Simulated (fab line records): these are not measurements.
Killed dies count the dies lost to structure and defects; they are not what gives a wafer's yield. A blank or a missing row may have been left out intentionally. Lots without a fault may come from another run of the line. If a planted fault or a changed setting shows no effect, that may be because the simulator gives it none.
Struck lot and sound lot, side by side | flow gf180mcu | 44 out of 602 route steps
Sound: the wafers L362.2, L362.4, L362.5. The struck wafers were L352.2, L352.3, L352.4. Last of all comes the cause.
Order at every step that has rows: each side's tool, ch and its chambers, its first start. Under that, the readings that differ: sound wafers | struck wafers | difference of the means | sigmas: that difference in standard deviations of wafers without a fault.
alike: same words and numbers on both sides, and readings whose means sit less than 2 such deviations apart. not compared: any withheld reading, any reading some wafer has no value for, any bound like >300 that may hide the same value, and any number with overlapping values for which the record gives no deviation.
Wherever a step has rows on one side only, a row that says differs or no value, or a row with sigmas, the two part there. Numbers that don't overlap but have no deviation are shown without sigmas and don't part them. A reading missing from all wafers of one side parts the sides only when that side holds two or more wafers.

first, 1 step without rows for these wafers: GF_DNWELL_IMPLANT_07.
GF_DNWELL_STRIP_08: strips in O2/N2.
  sound on plasma_asher-03 ch 0,1, day 5 15:31; struck on plasma_asher-03 ch 0,1, day 3 09:38
  alike: drypump_motor_current_A, heater_power_w, oes_product_au, strip_time_to_endpoint_s
  not compared: rf_hours_counter_h
GF_DNWELL_TW_MEAS_09:
  sound: film_metro-04 at day 5 15:38; struck: film_metro-03 at day 3 09:44
  reading   | sound          | struck         | difference | sigmas
  DNWELL_TW | 1349 1352 1360 | 1375 1379 1379 | +24        | +3
then, 7 steps without rows for these wafers: GF_NWELL_DEHYDRATE_00 (time 60 s); GF_NWELL_HMDS_01 (prime time 60 s); GF_NWELL_COAT_02 (resist thk 3000 nm); GF_NWELL_SOFTBAKE_03; GF_NWELL_EXPOSE_04 (exposes mask Nwell, target cd 860 nm); GF_NWELL_PEB_05; GF_NWELL_DEVELOP_06 (develop time 60 s).
GF_NWELL_OVL_MEAS_07:
  sound: overlay-02 at day 6 05:53; struck: overlay-01 at day 3 22:26
  alike: NWELL_OVL
following that, these wafers have no rows for 1 step: GF_NWELL_IMPLANT_08.
GF_NWELL_IMPLANT_09:
  sound on implanter-02 ch 0, day 6 06:05; struck on implanter-04 ch 0, day 3 22:58
GF_NWELL_STRIP_10: strips in O2/N2.
  sound on plasma_asher-04 ch 0,1, day 6 06:13; struck on plasma_asher-02 ch 0,1, day 3 23:05
  alike: drypump_motor_current_A, heater_power_w, oes_product_au, strip_time_to_endpoint_s
  not compared: rf_hours_counter_h
GF_NWELL_TW_MEAS_11:
  sound: film_metro-01 at day 6 06:20; struck: film_metro-01 at day 3 23:14
  reading  | sound          | struck         | difference | sigmas
  NWELL_TW | 1558 1564 1567 | 1607 1598 1603 | +40        | +2
then, 7 steps without rows for these wafers: GF_LVPWELL_DEHYDRATE_00 (time 60 s); GF_LVPWELL_HMDS_01 (prime time 60 s); GF_LVPWELL_COAT_02 (resist thk 3000 nm); GF_LVPWELL_SOFTBAKE_03; GF_LVPWELL_EXPOSE_04 (exposes mask LVPWELL, target cd 600 nm); GF_LVPWELL_PEB_05; GF_LVPWELL_DEVELOP_06 (develop time 60 s).
GF_LVPWELL_OVL_MEAS_07:
  sound: overlay-01 at day 6 21:29; struck: overlay-01 at day 4 12:11
  alike: LVPWELL_OVL
then, 2 steps without rows for these wafers: GF_LVPWELL_IMPLANT_08; GF_LVPWELL_IMPLANT_09.
GF_LVPWELL_STRIP_10: strips in O2/N2.
  sound on plasma_asher-04 ch 0, day 6 21:49; struck on plasma_asher-02 ch 0,1, day 4 12:31
  alike: drypump_motor_current_A, heater_power_w, oes_product_au, strip_time_to_endpoint_s
  not compared: rf_hours_counter_h
GF_LVPWELL_TW_MEAS_11:
  sound: film_metro-02 at day 6 21:55; struck: film_metro-01 at day 4 12:37
  reading    | sound       | struck      | difference | sigmas
  LVPWELL_TW | 563 564 563 | 548 549 549 | -15        | -3
then, 7 steps without rows for these wafers: GF_MVSD_DEHYDRATE_00 (time 60 s); GF_MVSD_HMDS_01 (prime time 60 s); GF_MVSD_COAT_02 (resist thk 3000 nm); GF_MVSD_SOFTBAKE_03; GF_MVSD_EXPOSE_04 (exposes mask MVSD, target cd 1000 nm); GF_MVSD_PEB_05; GF_MVSD_DEVELOP_06 (develop time 60 s).
GF_MVSD_OVL_MEAS_07:
  sound: overlay-02 at day 7 13:23; struck: overlay-01 at day 5 02:35
  alike: MVSD_OVL
then, 2 steps without rows for these wafers: GF_MVSD_IMPLANT_08; GF_MVSD_IMPLANT_09.
GF_MVSD_STRIP_10: strips in O2/N2.
  sound on plasma_asher-03 ch 0, day 7 13:43; struck on plasma_asher-03 ch 0,1, day 5 02:55
  alike: drypump_motor_current_A, heater_power_w, oes_product_au, strip_time_to_endpoint_s
  not compared: rf_hours_counter_h
GF_MVSD_TW_MEAS_11:
  sound: film_metro-02 at day 7 13:50; struck: film_metro-01 at day 5 03:01
  reading | sound          | struck         | difference | sigmas
  MVSD_TW | 1602 1607 1603 | 1563 1561 1571 | -39        | -3
then, 3 steps without rows for these wafers: GF_MVPSD_DEHYDRATE_00 (time 60 s); GF_MVPSD_HMDS_01 (prime time 60 s); GF_MVPSD_COAT_02 (resist thk 3000 nm).
-- the record jumps here: 3 days lie between the struck wafers' starts before and after --
GF_VT_IMPLANT_RS_MEAS_47: the measuring method here is four-point-probe.
  sound: film_metro-01 at day 11 04:07; struck: film_metro-02 at day 8 09:10
  reading           | sound             | struck            | difference | sigmas
  NWELL_RS (ohm/sq) | 488.4 486.7 487.5 | 432.9 432.6 433.4 | -54.6      | -36
GF_PASSIVATION_PROBE_99:
  sound wafers here have rows in the record (prober-01, day 32 18:01); struck ones have none

WHERE THEY PART
First at GF_DNWELL_TW_MEAS_09; last, within this record, at GF_PASSIVATION_PROBE_99.

WHY: whatever the simulator had introduced
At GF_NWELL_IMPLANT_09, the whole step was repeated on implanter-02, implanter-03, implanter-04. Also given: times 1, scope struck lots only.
